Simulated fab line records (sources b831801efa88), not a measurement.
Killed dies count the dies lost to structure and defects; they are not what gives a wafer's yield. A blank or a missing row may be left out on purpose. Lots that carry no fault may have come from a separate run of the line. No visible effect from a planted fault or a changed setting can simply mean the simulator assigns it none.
Which tool is to blame? || flow sfqLine || 21 wafers from 7 lots sampled at 5 of the route's 325 steps

## WHAT THE GAUGES READ, wafer by wafer
SFQ_M6_OVL_MEAS_940.
{"lot": "L713", "measured": "day 74 00:46", "on": "overlay-01", "M6_OVL (nm)": "7 0 -1"}
{"lot": "L715", "measured": "day 74 03:11", "on": "overlay-01", "M6_OVL (nm)": "5 6 7"}
{"lot": "L718", "measured": "day 75 14:30", "on": "overlay-02", "M6_OVL (nm)": "7 12 8"}
{"lot": "L720", "measured": "day 75 16:53", "on": "overlay-02", "M6_OVL (nm)": "3 6 3"}
{"lot": "L728", "measured": "day 78 11:52", "on": "overlay-02", "M6_OVL (nm)": "10 10 12"}
{"lot": "L732", "measured": "day 79 02:16", "on": "overlay-02", "M6_OVL (nm)": "2 4 3"}
{"lot": "L735", "measured": "day 80 00:37", "on": "overlay-02", "M6_OVL (nm)": "-6 -5 1"}

## TOOL THAT RAN EACH LOT (tool first, then ch and the chambers of the sampled wafers, then the start)
{"lot": "L713", "SFQ_TRILAYER_I4_VIA_STRIP_STRIP_107": "rieMetal-04 ch 0,1, day 43 19:50", "SFQ_TRILAYER_I5_LITHO_COAT_149": "lithoTrack-03 ch 0, day 62 19:30", "SFQ_TRILAYER_I5_BARC_OPEN_VIA_ETCH_200": "rieDiel-01 ch 1,2,3, day 68 10:45", "SFQ_TRILAYER_C5_STRIP_STRIP_155": "rieMetal-04 ch 0,1, day 70 08:43"}
{"lot": "L715", "SFQ_TRILAYER_I4_VIA_STRIP_STRIP_107": "rieMetal-02 ch 0,1, day 51 05:14", "SFQ_TRILAYER_I5_LITHO_COAT_149": "lithoTrack-01 ch 0, day 64 02:53", "SFQ_TRILAYER_I5_BARC_OPEN_VIA_ETCH_200": "rieDiel-04 ch 0,2,3, day 69 21:43", "SFQ_TRILAYER_C5_STRIP_STRIP_155": "rieMetal-01 ch 0,1, day 73 23:47"}
{"lot": "L718", "SFQ_TRILAYER_I4_VIA_STRIP_STRIP_107": "rieMetal-02 ch 0,1, day 52 04:02", "SFQ_TRILAYER_I5_LITHO_COAT_149": "lithoTrack-01 ch 0, day 64 20:53", "SFQ_TRILAYER_I5_BARC_OPEN_VIA_ETCH_200": "rieDiel-04 ch 1,2, day 70 17:02", "SFQ_TRILAYER_C5_STRIP_STRIP_155": "rieMetal-02 ch 0,1, day 75 02:19"}
{"lot": "L720", "SFQ_TRILAYER_I4_VIA_STRIP_STRIP_107": "rieMetal-04 ch 0,1, day 52 19:38", "SFQ_TRILAYER_I5_LITHO_COAT_149": "lithoTrack-03 ch 0, day 65 10:04", "SFQ_TRILAYER_I5_BARC_OPEN_VIA_ETCH_200": "rieDiel-04 ch 0,2,3, day 71 06:14", "SFQ_TRILAYER_C5_STRIP_STRIP_155": "rieMetal-02 ch 0,1, day 75 09:43"}
{"lot": "L728", "SFQ_TRILAYER_I4_VIA_STRIP_STRIP_107": "rieMetal-03 ch 0,1, day 55 02:43", "SFQ_TRILAYER_I5_LITHO_COAT_149": "lithoTrack-03 ch 0, day 67 17:14", "SFQ_TRILAYER_I5_BARC_OPEN_VIA_ETCH_200": "rieDiel-01 ch 0,2, day 73 10:48", "SFQ_TRILAYER_C5_STRIP_STRIP_155": "rieMetal-02 ch 0,1, day 77 14:52"}
{"lot": "L732", "SFQ_TRILAYER_I4_VIA_STRIP_STRIP_107": "rieMetal-04 ch 0, day 56 16:10", "SFQ_TRILAYER_I5_LITHO_COAT_149": "lithoTrack-01 ch 0, day 69 09:47", "SFQ_TRILAYER_I5_BARC_OPEN_VIA_ETCH_200": "rieDiel-04 ch 0,2,3, day 74 09:26", "SFQ_TRILAYER_C5_STRIP_STRIP_155": "rieMetal-01 ch 0,1, day 78 17:26"}
{"lot": "L735", "SFQ_TRILAYER_I4_VIA_STRIP_STRIP_107": "rieMetal-03 ch 0,1, day 58 02:58", "SFQ_TRILAYER_I5_LITHO_COAT_149": "lithoTrack-03 ch 0, day 70 20:49", "SFQ_TRILAYER_I5_BARC_OPEN_VIA_ETCH_200": "rieDiel-01 ch 0,2,3, day 75 04:50", "SFQ_TRILAYER_C5_STRIP_STRIP_155": "rieMetal-02 ch 0,1, day 79 10:14"}
- SFQ_TRILAYER_I4_VIA_STRIP_STRIP_107: strips in O2.
- SFQ_TRILAYER_I5_LITHO_COAT_149: resist thk 62 nm.
- SFQ_TRILAYER_I5_BARC_OPEN_VIA_ETCH_200: etches BARC in O2, target depth 125 nm, time 41.7 s.
- SFQ_TRILAYER_C5_STRIP_STRIP_155: strips in O2.

## THE ANSWER, worked out from the rows above alone
Rule: the lots themselves supply what counts as usual. The widest of any qualifying gaps counts: lots, ordered by their means at a reading, are off when they make up no more than a third of the lots, leave a main group of 4 or more, and stand apart from it by 3 or more times the standard deviation of that group's means. A main group whose means are all the same, to the digits that the tables above print for the reading, isn't used. Also off: a lot with no number at a reading for which 4 or more lots have one. Any other lot the step has rows for is counted as sound.
No lot is off at any reading shown: from this, nothing can be told.

## WHAT THE SIMULATOR HAD PUT IN
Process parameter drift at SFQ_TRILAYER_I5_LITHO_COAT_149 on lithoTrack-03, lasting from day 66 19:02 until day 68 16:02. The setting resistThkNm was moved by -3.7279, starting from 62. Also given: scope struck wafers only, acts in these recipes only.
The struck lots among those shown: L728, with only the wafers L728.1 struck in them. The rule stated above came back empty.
